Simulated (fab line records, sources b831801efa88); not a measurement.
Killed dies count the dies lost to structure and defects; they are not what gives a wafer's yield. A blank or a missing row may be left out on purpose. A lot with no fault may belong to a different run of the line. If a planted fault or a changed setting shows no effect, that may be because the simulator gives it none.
Comparing a struck lot with a sound one	flow gf180mcu	17 steps out of a route of 602
Sound: these wafers, L831.1, L831.3, L831.5. Wafers struck: L844.1, L844.2, L844.5. At the end, the cause is stated.
Per side, at each step with rows, come the tool, then ch with its chambers, and then its first start. Under that, the readings that differ: sound wafers	struck wafers	difference of the means	sigmas: that difference in standard deviations of wafers without a fault.
alike: words and numbers the same on both sides, and readings whose means are apart by under 2 such deviations; not compared: readings that were withheld, readings missing a value for some wafer, numbers with overlapping values and no deviation given by the record, and bounds like >300 which may hide the same value.
Wherever a step has rows on one side only, a row that says differs or no value, or a row with sigmas, the two part there. Numbers that don't overlap but have no deviation are shown without sigmas and don't part them. A reading missing from all wafers of one side parts the sides only when that side holds two or more wafers.

first, 2 steps without rows for these wafers: GF_HV_LDD_PEB_44; GF_HV_LDD_DEVELOP_45 (develop time 60 s).
GF_HV_LDD_CD_MEAS_46 targets a cd of 400 nm.
  sound: cd_sem-01 at day 12 17:34; struck: cd_sem-02 at day 17 01:32
  alike: cd_nm
GF_HV_LDD_OVL_MEAS_47:
  sound: overlay-01 at day 12 17:41; struck: overlay-02 at day 17 01:39
  alike: HV_LDD_03_OVL
after that, 1 step had no rows for these wafers: GF_HV_LDD_IMPLANT_48.
GF_HV_LDD_STRIP_49: strips in O2/N2.
  sound on plasma_asher-02 ch 0,1, day 12 17:52; struck on plasma_asher-04 ch 0,1, day 17 01:50
  alike: chamber_pressure_mTorr, drypump_motor_current_A, heater_power_w, oes_product_au, strip_time_to_endpoint_s
  not compared: rf_hours_counter_h
GF_HV_LDD_TW_MEAS_50:
  sound: film_metro-01 at day 12 17:58; struck: film_metro-04 at day 17 01:56
  alike: HV_LDD_4_TW
then, 1 step without rows for these wafers: GF_HV_LDD_CLEAN_51 (cleans in SC1/SC2, time 150 s).
GF_HV_LDD_RTA_52: time 10 s.
  sound on rtp_anneal-02 ch 0, day 12 18:05; struck on rtp_anneal-02 ch 0, day 17 02:03
  alike: lamp_power_pct, wafer_temp_C_max
GF_HV_LDD_RS_MEAS_53: uses a four-point probe to measure.
  sound: film_metro-02 at day 12 18:09; struck: film_metro-01 at day 17 02:07
  alike: HV_LDD_RS
then, 1 step without rows for these wafers: GF_HV_LDD_CVD_54 (deposits SiO2 from TEOS, target thk 10 nm, time 75 s).
GF_HV_LDD_THK_MEAS_55:
  sound: film_metro-04 at day 12 19:19; struck: film_metro-01 at day 17 03:15
  alike: HV_LDD_CVD_54_THK
GF_HV_LDD_CVD_56: deposits Si3N4 from DCS/NH3, target thk 90 nm, time 1543 s.
  sound on lpcvd-01 ch 0, day 12 19:23; struck on lpcvd-01 ch 1, day 17 03:19
reading	sound	struck	difference	sigmas
model.Si3N4_of_HV_LDD_CVD_56.thk_nm (nm)	89.99 90.01 89.82	84.16 84.16 83.92	-5.86	
  alike: spike_tc_centre_C, spike_tc_upper_C, zone_power_centre_pct, zone_power_upper_pct
GF_HV_LDD_THK_MEAS_57:
  sound: film_metro-01 at day 12 20:49; struck: film_metro-01 at day 17 04:44
reading	sound	struck	difference	sigmas
HV_LDD_CVD_56_THK (nm)	89.9 90.1 89.8	84.2 84.2 83.9	-5.8	-7
GF_HV_LDD_ETCHBACK_58: etches Si3N4 in CH3F/O2, stops on SiO2, time 100 s, target depth 90 nm.
  sound on rie_diel-04 ch 1,3, day 12 20:52; struck on rie_diel-02 ch 0,1,3, day 17 04:48
reading	sound	struck	difference	sigmas
oes_product_au (a.u.)	0.845 0.852 0.844	0.813 0.815 0.811	-0.034	-6
model.etch.depth_nm (nm)	89.99 90.01 89.82	84.16 84.16 83.92	-5.86	
  alike: bias_w, chamber_pressure_mTorr, drypump_motor_current_A, throttle_valve_pct
  not compared: rf_hours_counter_h
then, 1 step without rows for these wafers: GF_NSD_DEHYDRATE_00 (time 60 s).
-- the record jumps here: 16 days lie between the struck wafers' starts before and after (it left off in module NSD and takes up again in module PASSIVATION, whose first step shown is number 602 of the route) --
GF_PASSIVATION_PROBE_99:
  rows exist in the record for the struck wafers here (prober-01, day 33 05:22), but not for the sound ones

WHERE THEY PART
First at GF_HV_LDD_THK_MEAS_57; last, within this record, at GF_PASSIVATION_PROBE_99.

WHY: whatever the simulator had introduced
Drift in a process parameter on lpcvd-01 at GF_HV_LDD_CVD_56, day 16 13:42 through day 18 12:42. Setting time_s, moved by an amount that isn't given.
